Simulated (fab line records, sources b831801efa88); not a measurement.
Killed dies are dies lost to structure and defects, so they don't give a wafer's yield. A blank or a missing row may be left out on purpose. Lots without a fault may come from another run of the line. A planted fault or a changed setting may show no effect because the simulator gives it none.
fab line records | flow sky130
record lots=5 wafers=15 last_day=49
route steps=708 shown LDD_N@250 LDD_P@255 LDD_HVN@267 LDD_HVP@278 LDD_LDN@289
lots that met no fault: from a run of the same line without faults
start_h: hours from the record's first day to the start of the lot's first wafer shown | wait_h: hours since the lot's step before | " the same as in the row above | L1.1+2: a row that stands for several wafers | - no value, or no start given | * or withheld: withheld | < > ~ a bound
route shown NAME@n: a module of which the file shows steps, and the number in the route of the first | usual: mean/standard deviation of fault-free wafers | same: alike in all rows | chamber/n: place in a boat | sites: the reading at each site | _std_site: their standard deviation | _edge_site: outer sites' mean less inner sites' | radius_mm: how far each site lies from the wafer's centre | mask NAME#n: copy n | behind: the tool/chamber that last shaped the wafer | hold: why the lot was held/for how many hours/how that ended | device: the transistor (n, p or np) that didn't switch | end of line: the same wafers' tests at the end of the route | a step without rows: its recipe alone | killed: dies lost to structure and defects at the first sort, not the wafer's yield | map: a wafer's dies, x killed, . not, _ none there
set.NAME: the setting as run; set.NAME@STEP: as run at that earlier step | model.NAME: the simulator's own value behind a step, which no gauge read
lots at some steps of the route; a table a step, a row a wafer
services: from which hour (start_h, from the record's first day; less than 0 if before it) a tool's chamber was out of use, for how many hours, and why
## steps
# step SKY_LDD_N_IMPLANT_13
# recipe species=BF2 energy_kev=50 dose_cm2=5e+12 tilt_deg=30 rotation_deg=90
# usual beam_energy_keV=49.999/0.015
# columns lot.wafer tool chamber start_h wait_h beam_energy_keV
L074.1 implanter-03 0 423.24 0.1 50.014
L074.4 " 0 " " 49.999
L074.5 " 0 " " 50.015
L081.1 implanter-03 0 473.89 0.1 49.997
L081.2 " 0 " " 49.969
L081.5 " 0 " " 50.009
L082.3 implanter-02 0 491.05 0.1 50.011
L082.5 " 0 " " 49.983
L082.6 " 0 " " 49.995
L087.1 implanter-04 0 525.49 0.1 50.029
L087.2 " 0 " " 50.022
L087.5 " 0 " " 50.007
L090.1 implanter-04 0 569.05 0.1 49.977
L090.2 " 0 " " 49.984
L090.5 " 0 " " 49.996
# step SKY_LDD_N_IMPLANT_14
# recipe species=BF2 energy_kev=50 dose_cm2=5e+12 tilt_deg=30 rotation_deg=180
# usual beam_energy_keV=50.001/0.016
# columns lot.wafer tool chamber start_h wait_h beam_energy_keV
L074.1 implanter-03 0 423.39 0.1 50.007
L074.4 " 0 " " 50.007
L074.5 " 0 " " 50.005
L081.1 implanter-03 0 474.04 0.1 49.994
L081.2 " 0 " " 49.993
L081.5 " 0 " " 50.001
L082.3 implanter-02 0 491.20 0.1 49.993
L082.5 " 0 " " 49.979
L082.6 " 0 " " 49.993
L087.1 implanter-04 0 525.64 0.1 49.995
L087.2 " 0 " " 49.995
L087.5 " 0 " " 50.013
L090.1 implanter-04 0 569.20 0.1 49.989
L090.2 " 0 " " 50.013
L090.5 " 0 " " 49.993
# step SKY_LDD_N_IMPLANT_15
# recipe species=BF2 energy_kev=50 dose_cm2=5e+12 tilt_deg=30 rotation_deg=270
# usual beam_energy_keV=49.999/0.015
# columns lot.wafer tool chamber start_h wait_h beam_energy_keV
L074.1 implanter-03 0 423.54 0.1 49.997
L074.4 " 0 " " 50.011
L074.5 " 0 " " 49.999
L081.1 implanter-03 0 474.19 0.1 50.000
L081.2 " 0 " " 50.018
L081.5 " 0 " " 49.999
L082.3 implanter-02 0 491.35 0.1 49.991
L082.5 " 0 " " 49.997
L082.6 " 0 " " 50.001
L087.1 implanter-04 0 525.79 0.1 49.998
L087.2 " 0 " " 49.973
L087.5 " 0 " " 50.004
L090.1 implanter-04 0 569.35 0.1 49.971
L090.2 " 0 " " 49.983
L090.5 " 0 " " 49.966
# step SKY_LDD_N_STRIP_16
# recipe chemistry=O2/N2 power_w=1400 pressure_mtorr=1500 platen_temp_c=withheld o2_flow_sccm=3000 n2_flow_sccm=300 overash_fraction=0.5
# usual drypump_motor_current_A=5.7/0.42 oes_product_au=0.407/0.0047 strip_time_to_endpoint_s=4.302/0.015
# columns lot.wafer tool chamber start_h wait_h drypump_motor_current_A oes_product_au rf_hours_counter_h strip_time_to_endpoint_s
L074.1 plasma_asher-01 0 423.69 0.1 6.2 0.412 63 4.314
L074.4 " 1 " " 5.6 0.401 - 4.291
L074.5 " 0 " " 6.2 0.400 - 4.300
L081.1 plasma_asher-01 1 474.34 0.1 5.6 0.405 68 4.296
L081.2 " 0 " " 6.2 0.410 68 4.296
L081.5 " 1 " " 5.6 0.414 - 4.281
L082.3 plasma_asher-03 0 491.48 0.1 5.3 0.406 - 4.295
L082.5 " 1 " " 5.4 0.407 - 4.307
L082.6 " 0 " " 5.3 0.400 - 4.301
L087.1 plasma_asher-01 0 525.94 0.1 6.2 0.413 74 4.314
L087.2 " 1 " " 5.6 0.404 74 4.292
L087.5 " 0 " " 6.2 0.407 - 4.310
L090.1 plasma_asher-01 0 569.50 0.1 6.1 0.409 78 4.288
L090.2 " 1 " " 5.7 0.400 78 4.268
L090.5 " 1 " " 5.6 0.403 - 4.289
# step SKY_LDD_N_TW_MEAS_17
# usual LDD_N_TW=2587/31
# columns lot.wafer tool chamber start_h wait_h LDD_N_TW
L074.1 film_metro-01 - 423.84 0.1 2574
L074.4 " - " " 2572
L074.5 " - " " 2583
L081.1 film_metro-02 - 474.44 0.1 2533
L081.2 " - " " 2532
L081.5 " - " " 2532
L082.3 film_metro-02 - 491.57 0.1 2561
L082.5 " - " " 2555
L082.6 " - " " 2547
L087.1 film_metro-03 - 526.04 0.1 2618
L087.2 " - " " 2622
L087.5 " - " " 2625
L090.1 film_metro-03 - 569.60 0.1 2615
L090.2 " - " " 2608
L090.5 " - " " 2607
# step SKY_LDD_P_DEHYDRATE_00
# recipe temp_c=200 time_s=60
# columns lot.wafer tool chamber start_h wait_h
L074.1+4+5 litho_track-01 0 438.06 14.2
L081.1+2+5 litho_track-01 0 489.31 14.9
L082.3+5+6 litho_track-02 0 506.51 14.9
L087.1+2+5 litho_track-03 0 540.48 14.4
L090.1+2+5 litho_track-03 0 582.83 13.2
# step SKY_LDD_P_HMDS_01
# recipe prime_time_s=60 prime_temp_c=120
# usual prime_temp_c=120.01/0.14
# columns lot.wafer tool chamber start_h wait_h prime_temp_c
L074.1 litho_track-01 0 438.21 0.1 120.11
L074.4 " 0 " " 119.91
L074.5 " 0 " " 119.85
L081.1 litho_track-01 0 489.46 0.1 120.04
L081.2 " 0 " " 119.99
L081.5 " 0 " " 120.15
L082.3 litho_track-02 0 506.66 0.1 119.79
L082.5 " 0 " " 119.93
L082.6 " 0 " " 119.99
L087.1 litho_track-03 0 540.63 0.1 120.14
L087.2 " 0 " " 120.06
L087.5 " 0 " " 120.17
L090.1 litho_track-03 0 582.98 0.1 120.04
L090.2 " 0 " " 120.08
L090.5 " 0 " " 120.03
# step SKY_LDD_P_COAT_02
# recipe resist=NOVOLAK spin_rpm=3000 resist_thk_nm=1140
# columns lot.wafer tool chamber start_h wait_h
L074.1+4+5 litho_track-01 0 438.36 0.1
L081.1+2+5 litho_track-01 0 489.61 0.1
L082.3+5+6 litho_track-02 0 506.81 0.1
L087.1+2+5 litho_track-03 0 540.78 0.1
L090.1+2+5 litho_track-03 0 583.13 0.1
# step SKY_LDD_P_SOFTBAKE_03
# recipe temp_c=90 time_s=60 resist=NOVOLAK
# columns lot.wafer tool chamber start_h wait_h
L074.1+4+5 litho_track-01 0 438.51 0.1
L081.1+2+5 litho_track-01 0 489.76 0.1
L082.3+5+6 litho_track-02 0 506.96 0.1
L087.1+2+5 litho_track-03 0 540.93 0.1
L090.1+2+5 litho_track-03 0 583.28 0.1
# step SKY_LDD_P_EXPOSE_04
# recipe mask_id=PSDM na=0.6 source_shape=conventional sigma_outer=0.6 polarization=unpolarized target_cd_nm=380 dose_mj=138
# same sigma_outer=0.6
# columns lot.wafer tool chamber start_h wait_h mask
L074.1+4+5 iline_stepper-02 0 - - PSDM#0
L081.1+2+5 iline_stepper-01 0 - - PSDM#0
L082.3+5+6 iline_stepper-02 0 - - PSDM#0
L087.1+2+5 iline_stepper-01 0 - - PSDM#0
L090.1+2+5 iline_stepper-02 0 - - PSDM#0
# step SKY_LDD_P_PEB_05
# recipe temp_c=withheld time_s=* resist=NOVOLAK
# columns lot.wafer tool chamber start_h wait_h
L074.1+4+5 litho_track-01 0 - -
L081.1+2+5 litho_track-01 0 - -
L082.3+5+6 litho_track-02 0 - -
L087.1+2+5 litho_track-02 0 - -
L090.1+2+5 litho_track-02 0 - -
# step SKY_LDD_P_DEVELOP_06
# recipe resist=NOVOLAK developer=TMAH develop_time_s=60 dev_temp_c=23
# columns lot.wafer tool chamber start_h wait_h
L074.1+4+5 litho_track-01 0 454.06 0.1
L081.1+2+5 litho_track-01 0 505.06 0.1
L082.3+5+6 litho_track-02 0 521.86 0.1
L087.1+2+5 litho_track-02 0 555.36 0.1
L090.1+2+5 litho_track-02 0 598.51 0.1
# step SKY_LDD_P_CD_MEAS_07
# recipe target_cd_nm=380
# usual cd_nm=379.9/2.7
# columns lot.wafer tool chamber start_h wait_h cd_nm
L074.1 cd_sem-01 - 454.21 0.1 382.1
L074.4 " - " " 380.0
L074.5 " - " " 381.3
L081.1 cd_sem-01 - 505.21 0.1 375.3
L081.2 " - " " 378.4
L081.5 " - " " 376.9
L082.3 cd_sem-01 - 522.00 0.1 381.0
L082.5 " - " " 383.7
L082.6 " - " " 383.3
L087.1 cd_sem-02 - 555.51 0.1 380.6
L087.2 " - " " 381.6
L087.5 " - " " 380.0
L090.1 cd_sem-02 - 598.66 0.1 379.8
L090.2 " - " " 377.7
L090.5 " - " " 378.5
# step SKY_LDD_P_OVL_MEAS_08
# usual LDD_P_OVL=-2.2/1.5
# columns lot.wafer tool chamber start_h wait_h LDD_P_OVL[nm]
L074.1 overlay-02 - 454.33 0.1 -1.7
L074.4 " - " " -5.8
L074.5 " - " " -1.1
L081.1 overlay-01 - 505.33 0.1 -2.3
L081.2 " - " " -1.3
L081.5 " - " " -3.0
L082.3 overlay-01 - 522.09 0.1 -2.7
L082.5 " - " " -1.1
L082.6 " - " " -3.3
L087.1 overlay-02 - 555.63 0.1 -2.1
L087.2 " - " " -1.1
L087.5 " - " " -0.1
L090.1 overlay-01 - 598.78 0.1 -1.0
L090.2 " - " " -1.2
L090.5 " - " " -2.1
# step SKY_LDD_P_IMPLANT_09
# recipe species=BF2 energy_kev=25 dose_cm2=1e+13 tilt_deg=withheld
# usual beam_energy_keV=25.001/0.0073
# columns lot.wafer tool chamber start_h wait_h beam_energy_keV
L074.1 implanter-03 0 454.37 0.0 25.003
L074.4 " 0 " " 24.988
L074.5 " 0 " " 24.995
L081.1 implanter-03 0 505.37 0.0 24.992
L081.2 " 0 " " 25.002
L081.5 " 0 " " 25.003
L082.3 implanter-02 0 522.16 0.1 25.005
L082.5 " 0 " " 24.998
L082.6 " 0 " " 24.999
L087.1 implanter-02 0 555.66 0.0 25.009
L087.2 " 0 " " 24.993
L087.5 " 0 " " 25.008
L090.1 implanter-01 0 598.81 0.0 25.005
L090.2 " 0 " " 25.006
L090.5 " 0 " " 24.998
# step SKY_LDD_P_STRIP_10
# recipe chemistry=O2/N2 power_w=1400 pressure_mtorr=1500 platen_temp_c=withheld o2_flow_sccm=3000 n2_flow_sccm=300 overash_fraction=0.5
# usual drypump_motor_current_A=5.6/0.47 oes_product_au=0.715/0.0042 strip_time_to_endpoint_s=14.18/0.039
# columns lot.wafer tool chamber start_h wait_h drypump_motor_current_A oes_product_au rf_hours_counter_h strip_time_to_endpoint_s
L074.1 plasma_asher-04 1 454.52 0.1 4.8 0.714 2 14.26
L074.4 " 1 " " 4.8 0.710 - 14.26
L074.5 " 1 " " 4.8 0.721 - 14.26
L081.1 plasma_asher-02 0 505.52 0.1 5.7 0.719 79 14.18
L081.2 " 1 " " 6.1 0.714 79 14.18
L081.5 " 0 " " 5.8 0.717 - 14.20
L082.3 plasma_asher-03 1 522.29 0.1 5.4 0.715 - 14.18
L082.5 " 0 " " 5.3 0.722 - 14.17
L082.6 " 1 " " 5.4 0.709 - 14.18
L087.1 plasma_asher-02 1 555.81 0.1 6.0 0.713 84 14.15
L087.2 " 0 " " 5.8 0.715 84 14.19
L087.5 " 1 " " 6.1 0.711 - 14.13
L090.1 plasma_asher-03 0 598.96 0.1 5.3 0.722 44 14.20
L090.2 " 1 " " 5.4 0.713 44 14.21
L090.5 " 0 " " 5.3 0.724 - 14.23
# step SKY_LDD_P_TW_MEAS_11
# usual LDD_P_TW=638/8.7
# columns lot.wafer tool chamber start_h wait_h LDD_P_TW
L074.1 film_metro-04 - 454.62 0.1 625
L074.4 " - " " 627
L074.5 " - " " 628
L081.1 film_metro-02 - 505.62 0.1 628
L081.2 " - " " 633
L081.5 " - " " 631
L082.3 film_metro-03 - 522.38 0.1 645
L082.5 " - " " 643
L082.6 " - " " 649
L087.1 film_metro-04 - 555.91 0.1 632
L087.2 " - " " 631
L087.5 " - " " 634
L090.1 film_metro-03 - 599.06 0.1 642
L090.2 " - " " 644
L090.5 " - " " 646
# step SKY_LDD_HVN_DEHYDRATE_00
# recipe temp_c=200 time_s=60
# columns lot.wafer tool chamber start_h wait_h
L074.1+4+5 litho_track-03 0 469.48 14.9
L081.1+2+5 litho_track-01 0 520.01 14.4
L082.3+5+6 litho_track-03 0 537.08 14.7
L087.1+2+5 litho_track-01 0 570.46 14.5
L090.1+2+5 litho_track-04 0 612.65 13.6
# step SKY_LDD_HVN_HMDS_01
# recipe prime_time_s=60 prime_temp_c=120
# usual prime_temp_c=120.01/0.15
# columns lot.wafer tool chamber start_h wait_h prime_temp_c
L074.1 litho_track-03 0 469.63 0.1 119.76
L074.4 " 0 " " 119.88
L074.5 " 0 " " 119.70
L081.1 litho_track-01 0 520.16 0.1 120.17
L081.2 " 0 " " 119.97
L081.5 " 0 " " 119.87
L082.3 litho_track-03 0 537.23 0.1 120.02
L082.5 " 0 " " 119.81
L082.6 " 0 " " 119.97
L087.1 litho_track-01 0 570.61 0.1 119.97
L087.2 " 0 " " 119.95
L087.5 " 0 " " 119.85
L090.1 litho_track-04 0 612.80 0.1 119.91
L090.2 " 0 " " 120.04
L090.5 " 0 " " 119.75
# step SKY_LDD_HVN_COAT_02
# recipe resist=NOVOLAK spin_rpm=3000 resist_thk_nm=300
# columns lot.wafer tool chamber start_h wait_h
L074.1+4+5 litho_track-03 0 469.78 0.1
L081.1+2+5 litho_track-01 0 520.31 0.1
L082.3+5+6 litho_track-03 0 537.38 0.1
L087.1+2+5 litho_track-01 0 570.76 0.1
L090.1+2+5 litho_track-04 0 612.95 0.1
# step SKY_LDD_HVN_SOFTBAKE_03
# recipe temp_c=90 time_s=60 resist=NOVOLAK
# columns lot.wafer tool chamber start_h wait_h
L074.1+4+5 litho_track-03 0 469.93 0.1
L081.1+2+5 litho_track-01 0 520.46 0.1
L082.3+5+6 litho_track-03 0 537.53 0.1
L087.1+2+5 litho_track-01 0 570.91 0.1
L090.1+2+5 litho_track-04 0 613.10 0.1
# step SKY_LDD_HVN_EXPOSE_04
# recipe mask_id=HVNTM na=0.6 source_shape=conventional sigma_outer=0.6 polarization=unpolarized target_cd_nm=700 dose_mj=127
# same sigma_outer=0.6
# columns lot.wafer tool chamber start_h wait_h mask
L074.1+4+5 iline_stepper-01 0 - - HVNTM#0
L081.1+2+5 iline_stepper-01 0 - - HVNTM#0
L082.3+5+6 iline_stepper-02 0 - - HVNTM#0
L087.1+2+5 iline_stepper-01 0 - - HVNTM#0
L090.1+2+5 iline_stepper-02 0 - - HVNTM#0
# step SKY_LDD_HVN_PEB_05
# recipe temp_c=withheld time_s=* resist=NOVOLAK
# columns lot.wafer tool chamber start_h wait_h
L074.1+4+5 litho_track-03 0 - -
L081.1+2+5 litho_track-01 0 - -
L082.3+5+6 litho_track-03 0 - -
L087.1+2+5 litho_track-01 0 - -
L090.1+2+5 litho_track-03 0 - -
# step SKY_LDD_HVN_DEVELOP_06
# recipe resist=NOVOLAK developer=TMAH develop_time_s=60 dev_temp_c=23
# columns lot.wafer tool chamber start_h wait_h
L074.1+4+5 litho_track-03 0 484.98 0.1
L081.1+2+5 litho_track-01 0 535.66 0.1
L082.3+5+6 litho_track-03 0 551.68 0.1
L087.1+2+5 litho_track-01 0 584.91 0.1
L090.1+2+5 litho_track-03 0 626.58 0.1
# step SKY_LDD_HVN_OVL_MEAS_07
# usual LDD_HVN_OVL=0.9/1.4
# columns lot.wafer tool chamber start_h wait_h LDD_HVN_OVL[nm]
L074.1 overlay-02 - 485.13 0.1 -0.8
L074.4 " - " " -0.6
L074.5 " - " " -0.1
L081.1 overlay-02 - 535.81 0.1 0.4
L081.2 " - " " 2.1
L081.5 " - " " 0.3
L082.3 overlay-02 - 551.79 0.1 0.8
L082.5 " - " " 0.9
L082.6 " - " " 3.0
L087.1 overlay-01 - 585.06 0.1 0.7
L087.2 " - " " 2.7
L087.5 " - " " 0.6
L090.1 overlay-02 - 626.73 0.1 1.0
L090.2 " - " " 0.0
L090.5 " - " " 0.8
# step SKY_LDD_HVN_IMPLANT_08
# recipe species=P energy_kev=60 dose_cm2=3e+13 tilt_deg=40
# usual beam_energy_keV=60.005/0.019
# columns lot.wafer tool chamber start_h wait_h beam_energy_keV
L074.1 implanter-04 0 485.16 0.0 59.989
L074.4 " 0 " " 60.013
L074.5 " 0 " " 60.012
L081.1 implanter-03 0 535.85 0.0 60.021
L081.2 " 0 " " 60.021
L081.5 " 0 " " 59.996
L082.3 implanter-04 0 551.86 0.1 60.039
L082.5 " 0 " " 60.020
L082.6 " 0 " " 60.024
L087.1 implanter-01 0 585.10 0.0 59.981
L087.2 " 0 " " 59.989
L087.5 " 0 " " 59.975
L090.1 implanter-04 0 626.76 0.0 60.014
L090.2 " 0 " " 60.002
L090.5 " 0 " " 60.010
# step SKY_LDD_HVN_STRIP_09
# recipe chemistry=O2/N2 power_w=1400 pressure_mtorr=1500 platen_temp_c=withheld o2_flow_sccm=3000 n2_flow_sccm=300 overash_fraction=0.5
# usual drypump_motor_current_A=5.79/0.3 oes_product_au=0.408/0.0042 strip_time_to_endpoint_s=4.133/0.017
# columns lot.wafer tool chamber start_h wait_h drypump_motor_current_A oes_product_au rf_hours_counter_h strip_time_to_endpoint_s
L074.1 plasma_asher-01 1 485.31 0.1 5.63 0.411 69 4.155
L074.4 " 0 " " 6.17 0.410 - 4.143
L074.5 " 0 " " 6.19 0.400 - 4.152
L081.1 plasma_asher-01 0 536.00 0.1 6.14 0.400 75 4.151
L081.2 " 1 " " 5.63 0.408 75 4.146
L081.5 " 1 " " 5.62 0.412 - 4.118
L082.3 plasma_asher-01 1 551.99 0.1 5.61 0.404 - 4.138
L082.5 " 1 " " 5.65 0.420 - 4.130
L082.6 " 0 " " 6.14 0.402 - 4.143
L087.1 plasma_asher-02 0 585.25 0.1 5.74 0.405 87 4.106
L087.2 " 1 " " 6.07 0.408 87 4.117
L087.5 " 0 " " 5.73 0.410 - 4.109
L090.1 plasma_asher-03 0 626.91 0.1 5.32 0.410 47 4.133
L090.2 " 1 " " 5.43 0.411 47 4.148
L090.5 " 0 " " 5.30 0.408 - 4.120
# step SKY_LDD_HVN_TW_MEAS_10
# usual LDD_HVN_TW=1434/16
# columns lot.wafer tool chamber start_h wait_h LDD_HVN_TW
L074.1 film_metro-03 - 485.41 0.1 1453
L074.4 " - " " 1456
L074.5 " - " " 1464
L081.1 film_metro-01 - 536.10 0.1 1438
L081.2 " - " " 1434
L081.5 " - " " 1435
L082.3 film_metro-01 - 552.08 0.1 1435
L082.5 " - " " 1429
L082.6 " - " " 1431
L087.1 film_metro-04 - 585.35 0.1 1414
L087.2 " - " " 1419
L087.5 " - " " 1416
L090.1 film_metro-04 - 627.01 0.1 1413
L090.2 " - " " 1410
L090.5 " - " " 1416
# step SKY_LDD_HVP_DEHYDRATE_00
# recipe temp_c=200 time_s=60
# columns lot.wafer tool chamber start_h wait_h
L074.1+4+5 litho_track-02 0 500.76 15.3
L081.1+2+5 litho_track-04 0 550.30 14.2
L082.3+5+6 litho_track-04 0 566.05 14.0
L087.1+2+5 litho_track-03 0 599.93 14.6
L090.1+2+5 litho_track-04 0 640.85 13.8
# step SKY_LDD_HVP_HMDS_01
# recipe prime_time_s=60 prime_temp_c=120
# usual prime_temp_c=120.03/0.13
# columns lot.wafer tool chamber start_h wait_h prime_temp_c
L074.1 litho_track-02 0 500.91 0.1 119.82
L074.4 " 0 " " 120.14
L074.5 " 0 " " 119.97
L081.1 litho_track-04 0 550.45 0.1 120.16
L081.2 " 0 " " 120.16
L081.5 " 0 " " 120.00
L082.3 litho_track-04 0 566.20 0.1 120.01
L082.5 " 0 " " 119.92
L082.6 " 0 " " 120.07
L087.1 litho_track-03 0 600.08 0.1 119.95
L087.2 " 0 " " 120.03
L087.5 " 0 " " 119.98
L090.1 litho_track-04 0 641.00 0.1 119.99
L090.2 " 0 " " 119.88
L090.5 " 0 " " 120.07
# step SKY_LDD_HVP_COAT_02
# recipe resist=NOVOLAK spin_rpm=3000 resist_thk_nm=300
# columns lot.wafer tool chamber start_h wait_h
L074.1+4+5 litho_track-02 0 501.06 0.1
L081.1+2+5 litho_track-04 0 550.60 0.1
L082.3+5+6 litho_track-04 0 566.35 0.1
L087.1+2+5 litho_track-03 0 600.23 0.1
L090.1+2+5 litho_track-04 0 641.15 0.1
# step SKY_LDD_HVP_SOFTBAKE_03
# recipe temp_c=90 time_s=60 resist=NOVOLAK
# columns lot.wafer tool chamber start_h wait_h
L074.1+4+5 litho_track-02 0 501.21 0.1
L081.1+2+5 litho_track-04 0 550.75 0.1
L082.3+5+6 litho_track-04 0 566.50 0.1
L087.1+2+5 litho_track-03 0 600.38 0.1
L090.1+2+5 litho_track-04 0 641.30 0.1
# step SKY_LDD_HVP_EXPOSE_04
# recipe mask_id=HVPTM na=0.6 source_shape=conventional sigma_outer=0.6 polarization=unpolarized target_cd_nm=700 dose_mj=86
# same sigma_outer=0.6
# columns lot.wafer tool chamber start_h wait_h mask
L074.1+4+5 iline_stepper-02 0 - - HVPTM#0
L081.1+2+5 iline_stepper-01 0 - - HVPTM#0
L082.3+5+6 iline_stepper-02 0 - - HVPTM#0
L087.1+2+5 iline_stepper-02 0 - - HVPTM#0
L090.1+2+5 iline_stepper-02 0 - - HVPTM#0
# step SKY_LDD_HVP_PEB_05
# recipe temp_c=withheld time_s=* resist=NOVOLAK
# columns lot.wafer tool chamber start_h wait_h
L074.1+4+5 litho_track-02 0 - -
L081.1+2+5 litho_track-04 0 - -
L082.3+5+6 litho_track-04 0 - -
L087.1+2+5 litho_track-02 0 - -
L090.1+2+5 litho_track-03 0 - -
# step SKY_LDD_HVP_DEVELOP_06
# recipe resist=NOVOLAK developer=TMAH develop_time_s=60 dev_temp_c=23
# columns lot.wafer tool chamber start_h wait_h
L074.1+4+5 litho_track-02 0 516.01 0.1
L081.1+2+5 litho_track-04 0 565.05 0.1
L082.3+5+6 litho_track-04 0 580.40 0.1
L087.1+2+5 litho_track-02 0 614.16 0.1
L090.1+2+5 litho_track-03 0 654.87 0.1
# step SKY_LDD_HVP_OVL_MEAS_07
# usual LDD_HVP_OVL=-0.7/1.4
# columns lot.wafer tool chamber start_h wait_h LDD_HVP_OVL[nm]
L074.1 overlay-02 - 516.16 0.1 -1.0
L074.4 " - " " -0.1
L074.5 " - " " -2.2
L081.1 overlay-02 - 565.20 0.1 -1.8
L081.2 " - " " -1.9
L081.5 " - " " -4.1
L082.3 overlay-01 - 580.51 0.1 0.4
L082.5 " - " " 0.9
L082.6 " - " " 1.8
L087.1 overlay-02 - 614.31 0.1 0.1
L087.2 " - " " -1.8
L087.5 " - " " -0.3
L090.1 overlay-01 - 655.02 0.1 0.2
L090.2 " - " " 2.6
L090.5 " - " " 1.3
# step SKY_LDD_HVP_IMPLANT_08
# recipe species=B energy_kev=20.17 dose_cm2=1.7e+13 tilt_deg=17.9
# usual beam_energy_keV=20.170/0.0068
# columns lot.wafer tool chamber start_h wait_h beam_energy_keV
L074.1 implanter-04 0 516.19 0.0 20.163
L074.4 " 0 " " 20.180
L074.5 " 0 " " 20.170
L081.1 implanter-01 0 565.23 0.0 20.171
L081.2 " 0 " " 20.166
L081.5 " 0 " " 20.167
L082.3 implanter-04 0 580.58 0.1 20.166
L082.5 " 0 " " 20.183
L082.6 " 0 " " 20.177
L087.1 implanter-02 0 614.34 0.0 20.178
L087.2 " 0 " " 20.174
L087.5 " 0 " " 20.174
L090.1 implanter-02 0 655.06 0.0 20.167
L090.2 " 0 " " 20.167
L090.5 " 0 " " 20.162
# step SKY_LDD_HVP_STRIP_09
# recipe chemistry=O2/N2 power_w=1400 pressure_mtorr=1500 platen_temp_c=withheld o2_flow_sccm=3000 n2_flow_sccm=300 overash_fraction=0.5
# usual drypump_motor_current_A=5.8/0.48 oes_product_au=0.407/0.0039 strip_time_to_endpoint_s=4.132/0.015
# columns lot.wafer tool chamber start_h wait_h drypump_motor_current_A oes_product_au rf_hours_counter_h strip_time_to_endpoint_s
L074.1 plasma_asher-04 1 516.34 0.1 4.8 0.402 9 4.124
L074.4 " 1 " " 4.8 0.403 - 4.152
L074.5 " 0 " " 6.2 0.406 - 4.156
L081.1 plasma_asher-02 1 565.38 0.1 6.1 0.402 85 4.125
L081.2 " 0 " " 5.8 0.407 85 4.134
L081.5 " 0 " " 5.7 0.403 - 4.119
L082.3 plasma_asher-01 1 580.72 0.1 5.6 0.407 - 4.120
L082.5 " 0 " " 6.2 0.404 - 4.137
L082.6 " 1 " " 5.6 0.406 - 4.125
L087.1 plasma_asher-01 1 614.49 0.1 5.6 0.410 82 4.134
L087.2 " 0 " " 6.1 0.410 82 4.146
L087.5 " 1 " " 5.6 0.410 - 4.143
L090.1 plasma_asher-01 1 655.21 0.1 5.6 0.410 86 4.128
L090.2 " 0 " " 6.1 0.413 86 4.126
L090.5 " 0 " " 6.2 0.408 - 4.128
# step SKY_LDD_HVP_TW_MEAS_10
# usual LDD_HVP_TW=452.3/3
# columns lot.wafer tool chamber start_h wait_h LDD_HVP_TW
L074.1 film_metro-01 - 516.44 0.1 450.3
L074.4 " - " " 457.0
L074.5 " - " " 452.6
L081.1 film_metro-01 - 565.48 0.1 456.7
L081.2 " - " " 455.2
L081.5 " - " " 453.4
L082.3 film_metro-02 - 580.80 0.1 451.8
L082.5 " - " " 453.7
L082.6 " - " " 452.0
L087.1 film_metro-01 - 614.59 0.1 454.2
L087.2 " - " " 451.7
L087.5 " - " " 454.6
L090.1 film_metro-01 - 655.31 0.1 458.1
L090.2 " - " " 457.4
L090.5 " - " " 457.0
# step SKY_LDD_LDN_DEHYDRATE_00
# recipe temp_c=200 time_s=60
# columns lot.wafer tool chamber start_h wait_h
L074.1+4+5 litho_track-02 0 531.01 14.6
L081.1+2+5 litho_track-04 0 579.60 14.1
L082.3+5+6 litho_track-02 0 594.16 13.3
L087.1+2+5 litho_track-02 0 628.76 14.2
L090.1+2+5 litho_track-01 0 668.91 13.6
# step SKY_LDD_LDN_HMDS_01
# recipe prime_time_s=60 prime_temp_c=120
# usual prime_temp_c=120.01/0.14
# columns lot.wafer tool chamber start_h wait_h prime_temp_c
L074.1 litho_track-02 0 531.16 0.1 120.08
L074.4 " 0 " " 119.98
L074.5 " 0 " " 120.05
L081.1 litho_track-04 0 579.75 0.1 120.10
L081.2 " 0 " " 120.07
L081.5 " 0 " " 120.19
L082.3 litho_track-02 0 594.31 0.1 120.00
L082.5 " 0 " " 120.00
L082.6 " 0 " " 120.03
L087.1 litho_track-02 0 628.91 0.1 120.13
L087.2 " 0 " " 120.20
L087.5 " 0 " " 120.03
L090.1 litho_track-01 0 669.06 0.1 120.05
L090.2 " 0 " " 120.06
L090.5 " 0 " " 120.18
# step SKY_LDD_LDN_COAT_02
# recipe resist=NOVOLAK spin_rpm=3000 resist_thk_nm=1140
# columns lot.wafer tool chamber start_h wait_h
L074.1+4+5 litho_track-02 0 531.31 0.1
L081.1+2+5 litho_track-04 0 579.90 0.1
L082.3+5+6 litho_track-02 0 594.46 0.1
L087.1+2+5 litho_track-02 0 629.06 0.1
L090.1+2+5 litho_track-01 0 669.21 0.1
# step SKY_LDD_LDN_SOFTBAKE_03
# recipe temp_c=90 time_s=60 resist=NOVOLAK
# columns lot.wafer tool chamber start_h wait_h
L074.1+4+5 litho_track-02 0 531.46 0.1
L081.1+2+5 litho_track-04 0 580.05 0.1
L082.3+5+6 litho_track-02 0 594.61 0.1
L087.1+2+5 litho_track-02 0 629.21 0.1
L090.1+2+5 litho_track-01 0 669.36 0.1
# step SKY_LDD_LDN_EXPOSE_04
# recipe mask_id=LDNTM na=0.6 source_shape=conventional sigma_outer=0.6 polarization=unpolarized target_cd_nm=700 dose_mj=140
# same sigma_outer=0.6
# columns lot.wafer tool chamber start_h wait_h mask
L074.1+4+5 iline_stepper-02 0 - - LDNTM#0
L081.1+2+5 iline_stepper-02 0 - - LDNTM#0
L082.3+5+6 iline_stepper-02 0 - - LDNTM#0
L087.1+2+5 iline_stepper-01 0 - - LDNTM#0
L090.1+2+5 iline_stepper-01 0 - - LDNTM#0
## services
# columns tool chamber start_h hours kind
implanter-02 - 410.84 1.4 repair
implanter-01 - 415.23 29.7 pm
plasma_asher-04 - 421.25 9.0 pm
implanter-04 - 427.07 5.4 pm
plasma_asher-02 - 429.27 1.9 repair
implanter-04 - 432.50 3.7 repair
implanter-01 - 457.76 3.1 repair
implanter-01 - 466.95 2.4 repair
iline_stepper-02 - 472.71 10.2 repair
implanter-03 - 477.59 15.1 repair
plasma_asher-03 - 503.19 2.9 repair
implanter-03 - 516.45 2.8 pm
iline_stepper-02 - 540.41 1.7 pm
implanter-02 - 546.29 1.4 repair
implanter-02 - 570.28 3.7 pm
plasma_asher-01 - 581.99 2.8 pm
iline_stepper-01 - 582.10 1.7 pm
implanter-03 - 591.04 3.4 repair
implanter-02 - 602.20 5.2 pm
iline_stepper-02 - 603.52 2.1 pm
implanter-03 - 629.74 9.3 repair
implanter-03 - 638.99 5.8 pm
iline_stepper-01 - 660.38 8.9 pm
implanter-04 - 663.78 19.3 pm
## key
fault none
